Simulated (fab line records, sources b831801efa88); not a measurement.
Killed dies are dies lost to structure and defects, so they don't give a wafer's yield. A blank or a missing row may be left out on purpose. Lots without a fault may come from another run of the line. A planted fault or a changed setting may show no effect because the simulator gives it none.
fab line records | flow sky130 | part 1 of 2: steps 1 to 30 of 39
record lots=5 wafers=15 last_day=49
route steps=708 shown SD_N@351 SD_P@359 RES_XHIGH@360 SALICIDE@361 LI_CONTACT@362 LOCAL_INTERCONNECT@387
lots that met no fault: from a run of the same line without faults
start_h: hours from the record's first day to the start of the lot's first wafer shown | wait_h: hours since the lot's step before | " the same as in the row above | L1.1+2: a row that stands for several wafers | - no value, or no start given | * or withheld: withheld | < > ~ a bound
route shown NAME@n: a module of which the file shows steps, and the number in the route of the first | usual: mean/standard deviation of fault-free wafers | same: alike in all rows | chamber/n: place in a boat | sites: the reading at each site | _std_site: their standard deviation | _edge_site: outer sites' mean less inner sites' | radius_mm: how far each site lies from the wafer's centre | mask NAME#n: copy n | behind: the tool/chamber that last shaped the wafer | hold: why the lot was held/for how many hours/how that ended | device: the transistor (n, p or np) that didn't switch | end of line: the same wafers' tests at the end of the route | a step without rows: its recipe alone | killed: dies lost to structure and defects at the first sort, not the wafer's yield | map: a wafer's dies, x killed, . not, _ none there
set.NAME: the setting as run; set.NAME@STEP: as run at that earlier step | model.NAME: the simulator's own value behind a step, which no gauge read
lots at some steps of the route; a table a step, a row a wafer
services: from which hour (start_h, from the record's first day; less than 0 if before it) a tool's chamber was out of use, for how many hours, and why
## steps
# step SKY_SD_N_IMPLANT_09
# recipe species=As energy_kev=50 dose_cm2=4e+15 tilt_deg=0
# columns lot.wafer tool chamber start_h wait_h
L076.4+5+6 implanter-03 0 656.66 0.1
L081.1+2+6 implanter-03 0 706.35 0.0
L082.1+2+6 implanter-03 0 719.05 0.0
L087.2+3+5 implanter-03 0 751.53 0.0
L093.1+3+6 implanter-01 0 801.14 0.0
# step SKY_SD_N_IMPLANT_10
# recipe species=P energy_kev=20 dose_cm2=1e+14 tilt_deg=0
# columns lot.wafer tool chamber start_h wait_h
L076.4+5+6 implanter-03 0 656.81 0.1
L081.1+2+6 implanter-03 0 706.50 0.1
L082.1+2+6 implanter-03 0 719.20 0.1
L087.2+3+5 implanter-03 0 751.68 0.1
L093.1+3+6 implanter-01 0 801.29 0.1
# step SKY_SD_N_STRIP_11
# recipe chemistry=O2/N2 power_w=1400 pressure_mtorr=1500 platen_temp_c=withheld o2_flow_sccm=3000 n2_flow_sccm=300 overash_fraction=0.5
# usual drypump_motor_current_A=5.6/0.6 oes_product_au=0.527/0.0044 strip_time_to_endpoint_s=22.54/0.048
# columns lot.wafer tool chamber start_h wait_h drypump_motor_current_A oes_product_au rf_hours_counter_h strip_time_to_endpoint_s
L076.4 plasma_asher-03 0 656.91 0.1 4.8 0.522 - 22.54
L076.5 " 0 " " 4.8 0.531 - 22.56
L076.6 " 1 " " 5.8 0.521 - 22.57
L081.1 plasma_asher-01 0 706.65 0.1 5.2 0.531 84 22.45
L081.2 " 1 " " 6.3 0.523 84 22.45
L081.6 " 0 " " 5.2 0.522 - 22.42
L082.1 plasma_asher-01 0 719.35 0.1 5.1 0.520 86 22.66
L082.2 " 1 " " 6.3 0.532 86 22.65
L082.6 " 0 " " 5.1 0.526 - 22.65
L087.2 plasma_asher-01 0 751.80 0.1 5.2 0.528 89 22.53
L087.3 " 0 " " 5.1 0.524 - 22.56
L087.5 " 1 " " 6.3 0.528 - 22.52
L093.1 plasma_asher-01 1 801.44 0.1 6.3 0.519 94 22.60
L093.3 " 0 " " 5.2 0.519 - 22.57
L093.6 " 1 " " 6.3 0.520 - 22.56
# step SKY_SD_N_TW_MEAS_12
# usual SD_N_TW=3986/27
# columns lot.wafer tool chamber start_h wait_h SD_N_TW
L076.4 film_metro-02 - 657.07 0.1 3981
L076.5 " - " " 3994
L076.6 " - " " 3988
L081.1 film_metro-02 - 706.75 0.1 4006
L081.2 " - " " 4006
L081.6 " - " " 4007
L082.1 film_metro-02 - 719.46 0.1 3965
L082.2 " - " " 3976
L082.6 " - " " 3955
L087.2 film_metro-02 - 751.91 0.1 3967
L087.3 " - " " 3987
L087.5 " - " " 3970
L093.1 film_metro-03 - 801.54 0.1 4032
L093.3 " - " " 4017
L093.6 " - " " 4018
# step SKY_SD_N_CLEAN_13
# recipe chemistry=SC1/SC2 mix=1:4:20 temp_c=70 time_s=150 dry=n2_spin
# columns lot.wafer tool chamber start_h wait_h
L076.4+5+6 wet_bench-04 3 657.10 0.0
L081.1+2+6 wet_bench-04 2 706.81 0.1
L082.1+2+6 wet_bench-03 3 719.52 0.1
L087.2+3+5 wet_bench-03 2 751.96 0.0
L093.1+3+6 wet_bench-01 2 801.60 0.1
# step SKY_SD_N_RTA_14
# recipe temp_c=1075 time_s=2 idle_temp_c=650 ramp_up_c_per_s=150 ramp_down_c_per_s=90 ambient=N2
# usual lamp_power_pct=15.73/0.052 wafer_temp_C_max=1078.4/1.4
# columns lot.wafer tool chamber start_h wait_h lamp_power_pct wafer_temp_C_max
L076.4 rtp_anneal-02 0 657.18 0.0 15.63 1078.3
L076.5 " 0 " " 15.78 1077.1
L076.6 " 0 " " 15.79 1078.7
L081.1 rtp_anneal-02 0 706.86 0.0 15.70 1080.7
L081.2 " 0 " " 15.68 1077.7
L081.6 " 0 " " 15.73 1075.7
L082.1 rtp_anneal-02 0 719.58 0.0 15.71 1077.7
L082.2 " 0 " " 15.75 1077.4
L082.6 " 0 " " 15.72 1075.7
L087.2 rtp_anneal-02 0 752.03 0.0 15.71 1076.4
L087.3 " 0 " " 15.68 1080.2
L087.5 " 0 " " 15.73 1078.4
L093.1 rtp_anneal-01 0 801.65 0.0 15.73 1078.4
L093.3 " 0 " " 15.79 1077.7
L093.6 " 0 " " 15.72 1077.1
# step SKY_SD_N_RS_MEAS_16
# recipe thk_meas_gauge=four-point-probe
# usual SD_N_RS=68.58/0.11
# columns lot.wafer tool chamber start_h wait_h SD_N_RS[ohm/sq]
L076.4 film_metro-03 - 657.38 0.1 68.55
L076.5 " - " " 68.55
L076.6 " - " " 68.65
L081.1 film_metro-02 - 707.04 0.1 68.45
L081.2 " - " " 68.59
L081.6 " - " " 68.50
L082.1 film_metro-03 - 719.75 0.1 68.59
L082.2 " - " " 68.70
L082.6 " - " " 68.86
L087.2 film_metro-03 - 752.21 0.1 68.51
L087.3 " - " " 68.68
L087.5 " - " " 68.43
L093.1 film_metro-01 - 801.83 0.1 68.60
L093.3 " - " " 68.55
L093.6 " - " " 68.44
# step SKY_SD_N_RS_MEAS_17
# recipe thk_meas_gauge=four-point-probe
# usual SD_P_RS=147.2/0.37
# columns lot.wafer tool chamber start_h wait_h SD_P_RS[ohm/sq]
L076.4 film_metro-03 - 657.50 0.1 147.3
L076.5 " - " " 147.0
L076.6 " - " " 147.0
L081.1 film_metro-02 - 707.16 0.1 147.2
L081.2 " - " " 147.4
L081.6 " - " " 147.5
L082.1 film_metro-03 - 719.87 0.1 147.5
L082.2 " - " " 147.5
L082.6 " - " " 147.5
L087.2 film_metro-03 - 752.33 0.1 147.1
L087.3 " - " " 147.5
L087.5 " - " " 146.9
L093.1 film_metro-01 - 801.95 0.1 147.3
L093.3 " - " " 147.7
L093.6 " - " " 147.4
# step SKY_SD_N_RS_MEAS_18
# recipe thk_meas_gauge=four-point-probe
# usual RES_XHIGH_RS=333.5/1.3
# columns lot.wafer tool chamber start_h wait_h RES_XHIGH_RS[ohm/sq]
L076.4 film_metro-03 - 657.62 0.1 333.5
L076.5 " - " " 333.3
L076.6 " - " " 334.0
L081.1 film_metro-02 - 707.28 0.1 333.4
L081.2 " - " " 333.4
L081.6 " - " " 333.4
L082.1 film_metro-03 - 719.99 0.1 333.4
L082.2 " - " " 334.5
L082.6 " - " " 333.4
L087.2 film_metro-03 - 752.45 0.1 332.0
L087.3 " - " " 330.7
L087.5 " - " " 332.6
L093.1 film_metro-01 - 802.07 0.1 331.8
L093.3 " - " " 332.0
L093.6 " - " " 332.2
# step SKY_SALICIDE_CLEAN_00
# recipe chemistry=HF-last time_s=30 dilution=100:1 dry=ipa_marangoni
# columns lot.wafer tool chamber start_h wait_h
L076.4+5+6 wet_bench-01 2 657.68 0.0
L081.1+2+6 wet_bench-02 1 707.40 0.1
L082.1+2+6 wet_bench-01 1 720.11 0.1
L087.2+3+5 wet_bench-01 2 752.55 0.1
L093.1+3+6 wet_bench-01 1 802.19 0.1
# step SKY_LI_CONTACT_HDPCVD_00
# recipe material=PSG target_thk_nm=930 sigma_open_frac=0.3 time_s=155 temp_c=600 sih4_flow_sccm=60 pressure_mtorr=6
# columns lot.wafer tool chamber start_h wait_h
L076.4+5+6 hdpcvd-02 1,2,0 657.75 0.1
L081.1+2+6 hdpcvd-02 2,1,0 707.42 0.0
L082.1+2+6 hdpcvd-01 0,1,0 720.13 0.0
L087.2+3+5 hdpcvd-02 1,2,2 752.57 0.0
L093.1+3+6 hdpcvd-02 0,1,1 802.20 0.0
# step SKY_LI_CONTACT_THK_MEAS_01
# recipe reads=PSG_of_LI_CONTACT_HDPCVD_00
# usual LI_CONTACT_HDPCVD_THK=931/8.1
# columns lot.wafer tool chamber start_h wait_h LI_CONTACT_HDPCVD_THK[nm]
L076.4 film_metro-02 - 657.83 0.0 930
L076.5 " - " " 914
L076.6 " - " " 928
L081.1 film_metro-02 - 707.52 0.1 940
L081.2 " - " " 929
L081.6 " - " " 933
L082.1 film_metro-03 - 720.23 0.1 934
L082.2 " - " " 947
L082.6 " - " " 940
L087.2 film_metro-03 - 752.69 0.1 927
L087.3 " - " " 941
L087.5 " - " " 936
L093.1 film_metro-01 - 802.36 0.1 938
L093.3 " - " " 938
L093.6 " - " " 931
# step SKY_LI_CONTACT_CMP_02
# recipe material=PSG down_force_psi=4 platen_rpm=60 pad_velocity_m_s=0.94248
# usual head_pressure_psi=4.001/0.0082 motor_current_A=12.6/1 platen_rpm=60.00/0.037 time_to_endpoint_s=33/3.2
# columns lot.wafer tool chamber start_h wait_h head_pressure_psi motor_current_A platen_rpm time_to_endpoint_s
L076.4 cmp-02 1 657.96 0.1 4.003 10.5 60.02 31
L076.6 " 3 " " 4.002 13.0 60.05 30
L076.5 " 0 " " 4.008 10.8 59.98 30
L081.1 cmp-01 0 707.58 0.1 4.007 12.5 60.01 33
L081.2 " 3 " " 4.004 13.1 60.00 36
L081.6 " 0 " " 4.007 12.5 60.04 32
L082.2 cmp-02 2 720.29 0.0 4.010 12.6 60.01 30
L082.1 " 0 " " 4.009 11.5 59.95 26
L082.6 " 2 " " 4.015 11.4 60.08 30
L087.3 cmp-02 0 752.99 0.3 4.000 11.4 59.98 33
L087.2 " 1 " " 3.997 10.9 60.07 32
L087.5 " 0 " " 3.995 11.2 60.04 30
L093.3 cmp-01 3 802.42 0.0 4.016 13.8 60.04 37
L093.1 " 1 " " 4.012 12.3 60.01 34
L093.6 " 0 " " 3.996 12.0 59.97 31
# step SKY_LI_CONTACT_BOW_MEAS_03
# recipe mode=bow
# usual LI_CONTACT_BOW=56/6.2
# columns lot.wafer tool chamber start_h wait_h LI_CONTACT_BOW[um]
L076.4 film_metro-01 - 658.22 0.2 69
L076.5 " - " " 64
L076.6 " - " " 64
L081.1 film_metro-03 - 707.88 0.2 60
L081.2 " - " " 56
L081.6 " - " " 43
L082.1 film_metro-02 - 720.59 0.1 63
L082.2 " - " " 51
L082.6 " - " " 61
L087.2 film_metro-01 - 753.26 0.2 53
L087.3 " - " " 51
L087.5 " - " " 49
L093.1 film_metro-01 - 802.72 0.1 52
L093.3 " - " " 59
L093.6 " - " " 57
# step SKY_LI_CONTACT_DEHYDRATE_04
# recipe temp_c=200 time_s=60
# columns lot.wafer tool chamber start_h wait_h
L076.4+5+6 litho_track-02 0 672.58 14.3
L081.1+2+6 litho_track-04 0 720.68 12.8
L082.1+2+6 litho_track-02 0 734.21 13.6
L087.2+3+5 litho_track-04 0 766.10 12.8
L093.1+3+6 litho_track-03 0 815.58 12.8
# step SKY_LI_CONTACT_HMDS_05
# recipe prime_time_s=60 prime_temp_c=120
# columns lot.wafer tool chamber start_h wait_h
L076.4+5+6 litho_track-02 0 672.73 0.1
L081.1+2+6 litho_track-04 0 720.83 0.1
L082.1+2+6 litho_track-02 0 734.36 0.1
L087.2+3+5 litho_track-04 0 766.25 0.1
L093.1+3+6 litho_track-03 0 815.73 0.1
# step SKY_LI_CONTACT_COAT_06
# recipe resist=BARC temp_c=withheld time_s=withheld spin_rpm=3000 resist_thk_nm=60
# columns lot.wafer tool chamber start_h wait_h
L076.4+5+6 litho_track-02 0 672.88 0.1
L081.1+2+6 litho_track-04 0 720.98 0.1
L082.1+2+6 litho_track-02 0 734.51 0.1
L087.2+3+5 litho_track-04 0 766.40 0.1
L093.1+3+6 litho_track-03 0 815.88 0.1
# step SKY_LI_CONTACT_COAT_07
# recipe resist=KrF-thick spin_rpm=3000 resist_thk_nm=450
# columns lot.wafer tool chamber start_h wait_h
L076.4+5+6 litho_track-02 0 - -
L081.1+2+6 litho_track-04 0 - -
L082.1+2+6 litho_track-02 0 - -
L087.2+3+5 litho_track-04 0 - -
L093.1+3+6 litho_track-03 0 - -
# step SKY_LI_CONTACT_SOFTBAKE_08
# recipe temp_c=100 time_s=90 resist=KrF-thick
# columns lot.wafer tool chamber start_h wait_h
L076.4+5+6 litho_track-02 0 - -
L081.1+2+6 litho_track-04 0 - -
L082.1+2+6 litho_track-02 0 - -
L087.2+3+5 litho_track-04 0 - -
L093.1+3+6 litho_track-03 0 - -
# step SKY_LI_CONTACT_EXPOSE_09
# recipe mask_id=LICM1 na=0.8 source_shape=annular sigma_inner=0.55 sigma_outer=0.85 target_cd_nm=170 dose_mj=38
# same na=0.8
# columns lot.wafer tool chamber start_h wait_h mask
L076.4+5+6 krf_scanner-01 0 - - LICM1#0
L081.1+2+6 krf_scanner-02 0 - - LICM1#0
L082.1+2+6 krf_scanner-02 0 - - LICM1#0
L087.2+3+5 krf_scanner-02 0 - - LICM1#0
L093.1+3+6 krf_scanner-01 0 - - LICM1#0
# step SKY_LI_CONTACT_PEB_10
# recipe peb_temp_c=withheld peb_time_s=withheld resist=KrF-thick
# columns lot.wafer tool chamber start_h wait_h
L076.4+5+6 litho_track-02 0 - -
L081.1+2+6 litho_track-02 0 - -
L082.1+2+6 litho_track-03 0 - -
L087.2+3+5 litho_track-04 0 - -
L093.1+3+6 litho_track-04 0 - -
# step SKY_LI_CONTACT_DEVELOP_11
# recipe develop_time_s=60 resist=KrF-thick dev_temp_c=21
# usual developer_temp_C=21.00/0.12
# columns lot.wafer tool chamber start_h wait_h developer_temp_C
L076.4 litho_track-02 0 - - 20.87
L076.5 " 0 " " 20.70
L076.6 " 0 " " 20.78
L081.1 litho_track-02 0 - - 21.03
L081.2 " 0 " " 20.96
L081.6 " 0 " " 21.03
L082.1 litho_track-03 0 - - 21.13
L082.2 " 0 " " 21.14
L082.6 " 0 " " 21.04
L087.2 litho_track-04 0 - - 20.93
L087.3 " 0 " " 21.12
L087.5 " 0 " " 20.85
L093.1 litho_track-04 0 - - 21.08
L093.3 " 0 " " 21.20
L093.6 " 0 " " 21.12
# step SKY_LI_CONTACT_CD_MEAS_12
# recipe target_cd_nm=170
# usual cd_nm=170.0/1.4
# columns lot.wafer tool chamber start_h wait_h cd_nm
L076.4 cd_sem-01 - 687.57 - 170.3
L076.5 " - " " 171.0
L076.6 " - " " 170.0
L081.1 cd_sem-01 - 735.36 - 170.5
L081.2 " - " " 171.9
L081.6 " - " " 171.1
L082.1 cd_sem-01 - 748.43 - 168.4
L082.2 " - " " 168.8
L082.6 " - " " 169.6
L087.2 cd_sem-02 - 779.65 - 168.7
L087.3 " - " " 169.5
L087.5 " - " " 169.2
L093.1 cd_sem-01 - 829.38 - 171.3
L093.3 " - " " 170.4
L093.6 " - " " 171.2
# step SKY_LI_CONTACT_OVL_MEAS_13
# usual LI_CONTACT_OVL=1/6.3
# columns lot.wafer tool chamber start_h wait_h LI_CONTACT_OVL[nm]
L076.4 overlay-02 - 687.65 0.1 3
L076.5 " - " " 2
L076.6 " - " " 0
L081.1 overlay-02 - 735.48 0.1 -1
L081.2 " - " " 7
L081.6 " - " " 0
L082.1 overlay-02 - 748.55 0.1 0
L082.2 " - " " 2
L082.6 " - " " 1
L087.2 overlay-02 - 779.75 0.1 10
L087.3 " - " " 4
L087.5 " - " " 6
L093.1 overlay-01 - 829.50 0.1 5
L093.3 " - " " 11
L093.6 " - " " 4
# step SKY_LI_CONTACT_ETCH_14
# recipe chemistry=N2/H2 target=BARC ion_energy_ev=200 source_w=500 bias_w=100 pressure_mtorr=30 n2_flow_sccm=100 h2_flow_sccm=200 stop_on=SiO2 time_s=45.9 target_depth_a=600
# usual bias_w=100.0/0.31 drypump_motor_current_A=5.9/0.44 oes_product_au=0.855/0.0048 throttle_valve_pct=13.224/0.0094
# columns lot.wafer tool chamber start_h wait_h bias_w drypump_motor_current_A oes_product_au rf_hours_counter_h throttle_valve_pct
L076.4 rie_diel-02 0 687.66 0.0 99.8 6.4 0.848 14 13.219
L076.5 " 3 " " 100.1 6.5 0.849 - 13.220
L076.6 " 0 " " 100.0 6.3 0.849 - 13.233
L081.1 rie_diel-02 3 735.51 0.0 99.7 6.5 0.849 12 13.219
L081.2 " 2 " " 100.2 5.9 0.860 27 13.221
L081.6 " 2 " " 100.1 5.9 0.868 - 13.224
L082.1 rie_diel-03 2 748.59 0.0 99.2 5.8 0.861 17 13.223
L082.2 " 0 " " 100.4 5.0 0.853 9 13.223
L082.6 " 0 " " 100.2 5.0 0.854 - 13.213
L087.2 rie_diel-01 0 779.78 0.0 99.8 5.8 0.864 26 13.210
L087.3 " 2 " " 100.2 5.6 0.855 6 13.209
L087.5 " 2 " " 100.0 5.6 0.853 - 13.240
L093.1 rie_diel-02 3 829.53 0.0 99.7 6.5 0.856 14 13.228
L093.3 " 0 " " 99.9 6.4 0.851 17 13.219
L093.6 " 1 " " 99.5 6.1 0.852 - 13.207
# step SKY_LI_CONTACT_ETCH_15
# recipe target=PSG chemistry=C4F8/O2/Ar stop_on=Si taper_deg=4.15 mask_material=KrF-thick source_w=1500 bias_w=1200 pressure_mtorr=40 c4f8_flow_sccm=withheld O2_flow_sccm=6 Ar_flow_sccm=300 time_s=withheld target_depth_a=6000
# usual bias_w=1200/3.4 oes_product_au=0.837/0.0045
# columns lot.wafer tool chamber start_h wait_h bias_w oes_product_au
L076.4 rie_diel-02 0 687.71 0.0 1198 0.832
L076.5 " 3 " " 1196 0.834
L076.6 " 0 " " 1199 0.840
L081.1 rie_diel-02 3 735.56 0.0 1192 0.835
L081.2 " 2 " " 1201 0.841
L081.6 " 2 " " 1202 0.835
L082.1 rie_diel-03 2 748.63 0.0 1199 0.829
L082.2 " 0 " " 1201 0.841
L082.6 " 0 " " 1205 0.829
L087.2 rie_diel-01 0 779.82 0.0 1196 0.840
L087.3 " 2 " " 1194 0.834
L087.5 " 2 " " 1200 0.839
L093.1 rie_diel-02 3 829.57 0.0 1203 0.837
L093.3 " 0 " " 1197 0.835
L093.6 " 1 " " 1202 0.840
# step SKY_LI_CONTACT_STRIP_16
# recipe chemistry=O2/N2 power_w=1400 pressure_mtorr=1500 platen_temp_c=withheld o2_flow_sccm=3000 n2_flow_sccm=300 overash_fraction=0.5
# usual drypump_motor_current_A=5.7/0.46 oes_product_au=0.375/0.0051 strip_time_to_endpoint_s=3.50/0.034
# columns lot.wafer tool chamber start_h wait_h drypump_motor_current_A oes_product_au rf_hours_counter_h strip_time_to_endpoint_s
L076.4 plasma_asher-03 1 687.83 - 5.9 0.373 - 3.50
L076.5 " 0 " " 4.9 0.373 - 3.52
L076.6 " 1 " " 5.8 0.382 - 3.47
L081.1 plasma_asher-01 1 735.64 - 6.3 0.370 87 3.51
L081.2 " 0 " " 5.2 0.368 87 3.46
L081.6 " 0 " " 5.1 0.369 - 3.47
L082.1 plasma_asher-01 1 748.72 - 6.3 0.380 89 3.46
L082.2 " 0 " " 5.2 0.379 89 3.47
L082.6 " 1 " " 6.3 0.378 - 3.47
L087.2 plasma_asher-02 0 779.91 - 6.0 0.376 4 3.48
L087.3 " 1 " " 5.8 0.383 - 3.58
L087.5 " 0 " " 6.0 0.371 - 3.52
L093.1 plasma_asher-01 1 829.66 - 6.3 0.380 97 3.49
L093.3 " 0 " " 5.1 0.369 - 3.46
L093.6 " 1 " " 6.3 0.371 - 3.52
# step SKY_LI_CONTACT_CLEAN_17
# recipe chemistry=NMP time_s=600 temp_c=60 dry=n2_spin
# columns lot.wafer tool chamber start_h wait_h
L076.4+5+6 wet_bench-02 3 687.89 0.0
L081.1+2+6 wet_bench-04 1 735.74 0.1
L082.1+2+6 wet_bench-02 2 748.82 0.1
L087.2+3+5 wet_bench-04 0 780.01 0.1
L093.1+3+6 wet_bench-02 0 829.76 0.1
# step SKY_LI_CONTACT_PRE_CLEAN_18
# recipe gas=Ar time_s=5.6 bias_v=358
# columns lot.wafer tool chamber start_h wait_h
L076.4+5+6 pvd_sputter-02 - 688.08 0.0
L081.1+2+6 pvd_sputter-02 - 735.92 0.0
L082.1+2+6 pvd_sputter-02 - 748.99 0.0
L087.2+3+5 pvd_sputter-02 - 780.18 0.0
L093.1+3+6 pvd_sputter-01 - 829.93 0.0
# step SKY_LI_CONTACT_SPUTTER_19
# recipe material=Ti target_thk_nm=20 chamber_pressure_pa=5 power_w=2500 substrate_temp_c=200 time_s=106.37
# usual throttle_valve_pct=30.0/1.2
# columns lot.wafer tool chamber start_h wait_h throttle_valve_pct
L076.4 pvd_sputter-02 - 688.10 0.0 28.9
L076.5 " - " " 28.6
L076.6 " - " " 31.1
L081.1 pvd_sputter-02 - 735.94 0.0 28.4
L081.2 " - " " 30.9
L081.6 " - " " 31.1
L082.1 pvd_sputter-02 - 749.01 0.0 31.2
L082.2 " - " " 30.7
L082.6 " - " " 30.7
L087.2 pvd_sputter-02 - 780.20 0.0 30.2
L087.3 " - " " 28.7
L087.5 " - " " 29.8
L093.1 pvd_sputter-01 - 829.95 0.0 28.2
L093.3 " - " " 29.5
L093.6 " - " " 28.0
